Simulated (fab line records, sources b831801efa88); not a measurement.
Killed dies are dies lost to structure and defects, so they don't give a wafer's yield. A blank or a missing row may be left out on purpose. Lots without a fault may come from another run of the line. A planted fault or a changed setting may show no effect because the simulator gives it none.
Which tool did it? | flow gf180mcu | 14 lots, 42 wafers sampled, at 4 steps of a route of 602

WHAT THE GAUGES READ, wafer by wafer
GF_POLY_GATE_CD_MEAS_18. Usual: cd_nm 280.2 nm, standard deviation 1.8.
lot  | measured     | on        | cd_nm (nm)        | flag
L272 | day 9 09:05  | cd_sem-01 | 284.1 282.2 282.0 |
L271 | day 9 10:41  | cd_sem-01 | 278.0 281.0 280.5 |
L273 | day 9 17:14  | cd_sem-01 | 280.4 282.0 278.4 |
L274 | day 9 22:55  | cd_sem-01 | 280.9 283.6 282.6 |
L276 | day 10 11:11 | cd_sem-01 | 279.3 278.6 280.4 |
L281 | day 12 19:17 | cd_sem-02 | 281.7 280.8 280.3 |
L283 | day 12 22:29 | cd_sem-01 | 280.8 280.0 279.6 |
L285 | day 13 14:51 | cd_sem-01 | 281.8 281.5 280.3 |
L286 | day 13 14:51 | cd_sem-02 | 283.8 281.4 278.3 |
L287 | day 13 19:31 | cd_sem-01 | 281.3 280.2 277.0 |
L288 | day 14 02:32 | cd_sem-01 | 284.1 282.9 283.0 |
L292 | day 15 22:25 | cd_sem-01 | 281.7 279.4 278.6 |
L293 | day 15 22:27 | cd_sem-02 | 279.7 281.4 278.6 |
L294 | day 16 19:27 | cd_sem-01 | 278.9 277.7 277.0 |

GF_V2_OVL_MEAS_15. Usual: V2_OVL 1 nm, standard deviation 5.6.
lot  | measured     | on         | V2_OVL (nm) | flag
L272 | day 20 06:54 | overlay-02 | -4 -7 0     |
L271 | day 20 08:13 | overlay-02 | 5 12 0      |
L273 | day 20 20:04 | overlay-01 | -3 9 10     |
L274 | day 21 02:54 | overlay-02 | 10 1 0      |
L276 | day 21 16:46 | overlay-02 | 6 7 -5      |
L281 | day 24 14:31 | overlay-01 | -5 -2 1     |
L283 | day 24 17:52 | overlay-02 | -1 -7 -9    |
L285 | day 25 10:15 | overlay-01 | 5 -6 5      |
L286 | day 25 10:19 | overlay-02 | 5 1 -2      |
L287 | day 25 14:06 | overlay-01 | -3 0 3      |
L288 | day 26 00:38 | overlay-01 | -3 -10 -1   |
L292 | day 27 18:27 | overlay-02 | -8 1 1      |
L293 | day 27 17:10 | overlay-01 | 9 5 7       |
L294 | day 28 14:14 | overlay-02 | -6 6 -7     |

GF_V3_OVL_MEAS_15. Usual: V3_OVL -2 nm, standard deviation 4.9.
lot  | measured     | on         | V3_OVL (nm) | flag
L272 | day 22 08:53 | overlay-01 | -5 9 1      |
L271 | day 22 10:13 | overlay-01 | -4 -7 0     |
L273 | day 22 22:13 | overlay-02 | -3 -7 -9    |
L274 | day 23 04:22 | overlay-01 | -2 -2 -8    |
L276 | day 23 16:31 | overlay-01 | -11 -10 -5  |
L281 | day 26 12:28 | overlay-02 | -1 4 1      |
L283 | day 26 14:32 | overlay-02 | 1 2 2       |
L285 | day 27 07:05 | overlay-01 | -2 -7 -7    |
L286 | day 27 07:12 | overlay-02 | 9 -1 5      |
L287 | day 27 10:34 | overlay-02 | -2 -5 -6    |
L288 | day 27 20:32 | overlay-02 | -7 5 0      |
L292 | day 29 11:32 | overlay-02 | -8 -9 -7    |
L293 | day 29 11:01 | overlay-02 | -2 -1 -1    |
L294 | day 30 06:53 | overlay-02 | 0 4 3       |

WHICH TOOL RAN EACH LOT (tool, then ch and the chambers of the sampled wafers, then the start)
lot  | GF_HV_LDD_ETCHBACK_58
L272 | rie_diel-03 ch 0,1,2, day 12 14:01
L271 | rie_diel-01 ch 0,1,3, day 12 14:59
L273 | rie_diel-03 ch 1,2,3, day 12 23:19
L274 | rie_diel-02 ch 1,2, day 13 06:10
L276 | rie_diel-03 ch 1,2,3, day 13 18:42
L281 | rie_diel-02 ch 0,2,3, day 16 11:32
L283 | rie_diel-03 ch 0,2,3, day 16 14:22
L285 | rie_diel-02 ch 0,1,3, day 17 08:18
L286 | rie_diel-02 ch 0,1, day 17 09:44
L287 | rie_diel-03 ch 0,1,2, day 17 13:21
L288 | rie_diel-01 ch 0,2,3, day 17 22:15
L292 | rie_diel-01 ch 2,3, day 20 01:02
L293 | rie_diel-02 ch 1,3, day 20 00:43
L294 | rie_diel-03 ch 1,2,3, day 20 23:48
- GF_HV_LDD_ETCHBACK_58: etches Si3N4 in CH3F/O2, stops on SiO2, time 100 s, target depth 90 nm.

WHAT THE TOOLS THEMSELVES READ (means of the sampled wafers that have a number; where no wafer has one, the mark that the record gives instead)
GF_HV_LDD_ETCHBACK_58. Usual: O2_flow_sccm 30.00 sccm, standard deviation 0.088; bias_w 80.01 W, standard deviation 0.24; drypump_motor_current_A 5.8 A, standard deviation 0.38; oes_product_au 0.843 a.u., standard deviation 0.0059; throttle_valve_pct 10.560 %, standard deviation 0.0089.
lot  | tool        | O2_flow_sccm (sccm) | bias_w (W) | drypump_motor_current_A (A) | oes_product_au (a.u.) | throttle_valve_pct (%) | flag
L272 | rie_diel-03 | 29.95               | 79.94      | 5.5                         | 0.836                 | 10.562                 |
L271 | rie_diel-01 | 30.00               | 80.03      | 6.2                         | 0.847                 | 10.571                 |
L273 | rie_diel-03 | 29.96               | 80.14      | 5.5                         | 0.843                 | 10.560                 |
L274 | rie_diel-02 | 30.04               | 79.90      | 5.7                         | 0.843                 | 10.560                 |
L276 | rie_diel-03 | 29.98               | 80.28      | 5.5                         | 0.840                 | 10.552                 |
L281 | rie_diel-02 | 30.04               | 79.99      | 6.2                         | 0.841                 | 10.557                 |
L283 | rie_diel-03 | 29.98               | 71.14      | 5.6                         | 0.838                 | 10.554                 | OFF
L285 | rie_diel-02 | 30.04               | 80.05      | 5.9                         | 0.850                 | 10.557                 |
L286 | rie_diel-02 | 30.06               | 79.94      | 5.6                         | 0.842                 | 10.556                 |
L287 | rie_diel-03 | 29.99               | 71.15      | 5.5                         | 0.847                 | 10.564                 | OFF
L288 | rie_diel-01 | 29.98               | 79.95      | 6.2                         | 0.840                 | 10.555                 |
L292 | rie_diel-01 | 30.01               | 79.92      | 6.0                         | 0.844                 | 10.558                 |
L293 | rie_diel-02 | 30.05               | 79.93      | 6.1                         | 0.837                 | 10.550                 |
L294 | rie_diel-03 | 30.09               | 80.15      | 5.5                         | 0.844                 | 10.566                 |

THE ANSWER, worked out from the rows above alone
Rule: a lot is off if the mean of its wafers that have a number lies more than 3 standard deviations from the usual mean. A lot without any number at a reading at which 4 lots or more have one is off too. The other lots that the step has rows for count as sound. The gauges are gone through in route order, then the tools' own readings, and for those a lot's mean is taken as printed above. The first step at which some lot is off is used, and at that step the reading that is off furthest; a lot without a number counts as furthest.
Off: L283, L287, at GF_HV_LDD_ETCHBACK_58 (bias_w).
A tool fits if, at that step or a process step before it, it ran every lot that is off, and no sound lot after the first of them. None of those tried fits.

WHAT THE SIMULATOR HAD PUT IN
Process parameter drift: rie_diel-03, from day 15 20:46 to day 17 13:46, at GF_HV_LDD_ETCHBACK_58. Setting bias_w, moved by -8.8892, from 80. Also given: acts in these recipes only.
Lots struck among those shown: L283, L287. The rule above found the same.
